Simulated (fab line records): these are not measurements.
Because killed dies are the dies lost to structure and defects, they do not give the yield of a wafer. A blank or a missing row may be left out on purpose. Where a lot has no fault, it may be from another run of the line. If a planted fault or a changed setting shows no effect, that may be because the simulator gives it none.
Struck lot and sound lot, side by side -- flow sky130 -- 14 steps out of a route of 708
Sound: the wafers L220.1, L220.3, L220.6. Wafers struck: L224.2, L224.5, L224.6. The cause comes at the end.
At each step with rows: each side's tool, then ch and its chambers, then its first start. Under that, the readings that differ: sound wafers -- struck wafers -- difference of the means -- sigmas: that difference in standard deviations of wafers without a fault.
alike: words and numbers the same on both sides, and readings whose means are apart by under 2 such deviations; not compared: readings that were withheld, readings missing a value for some wafer, numbers with overlapping values and no deviation given by the record, and bounds like >300 which may hide the same value.
The two part at a step that has a row with sigmas, a row that says differs or no value, or rows on one side only. Numbers that don't overlap but have no deviation are shown without sigmas and don't part them. A reading missing from all wafers of one side parts the sides only when that side holds two or more wafers.

SKY_LDD_LDN_TW_MEAS_13:
  sound on film metro-01, day 23 04:55; struck on film metro-03, day 24 15:37
reading,sound,struck,difference,sigmas
LDD_LDN_TW,1494 1495 1493,1471 1463 1467,-27,-3
then, 2 steps without rows for these wafers: SKY_LDD_LDN_CLEAN_14 (cleans in SC1/SC2, time 150 s); SKY_SPACER_CVD_00 (deposits Si3N4 from DCS/NH3, target thk 43.1 nm, time 740 s).
SKY_SPACER_THK_MEAS_01:
  sound on film metro-03, day 23 06:14; struck on film metro-04, day 24 16:55
  alike: SPACER_CVD_00_THK
SKY_SPACER_ETCHBACK_02: etches Si3N4 in CH3F/O2, stops on SiO2, time 46.7 s, target depth 45 nm.
  sound on rie diel-04 ch 0,2, day 23 06:17; struck on rie diel-04 ch 1,2,3, day 24 16:58
  alike: drypump motor current A, oes product au, throttle valve pct
  not compared: rf hours counter h
then, 7 steps without rows for these wafers: SKY_POLY_CUT_DEHYDRATE_00 (time 60 s); SKY_POLY_CUT_HMDS_01 (prime time 60 s); SKY_POLY_CUT_COAT_02 (resist thk 60 nm); SKY_POLY_CUT_COAT_03 (resist thk 450 nm); SKY_POLY_CUT_SOFTBAKE_04 (time 90 s); SKY_POLY_CUT_EXPOSE_05 (exposes mask NPCM, target cd 270 nm); SKY_POLY_CUT_PEB_06.
SKY_POLY_CUT_DEVELOP_07: develop time 60 s.
  sound on litho track-04 ch 0, day 24 12:00; struck on litho track-03, day 25 22:00
  no value came back on the struck wafers for chill plate temp C (C), develop time s (s); on the sound wafers chill plate temp C (C) reads 22.88 22.82 22.88
reading,sound,struck,difference,sigmas
model.KrF-thick_of_POLY_CUT_COAT_03.thk nm (nm),436.2 436.5 436.3,452.2 452.9 451.8,+16.0,
SKY_POLY_CUT_CD_MEAS_08: the cd target is 270 nm.
  sound on cd sem-01, day 24 12:26; struck on cd sem-01, day 25 22:32
reading,sound,struck,difference,sigmas
cd nm (nm),271.2 268.5 269.8,- - -,no value on the struck wafers,

## WHERE THEY PART
Last at SKY_POLY_CUT_CD_MEAS_08 as far as this record goes, first at SKY_LDD_LDN_TW_MEAS_13.

WHY: what the simulator had put in
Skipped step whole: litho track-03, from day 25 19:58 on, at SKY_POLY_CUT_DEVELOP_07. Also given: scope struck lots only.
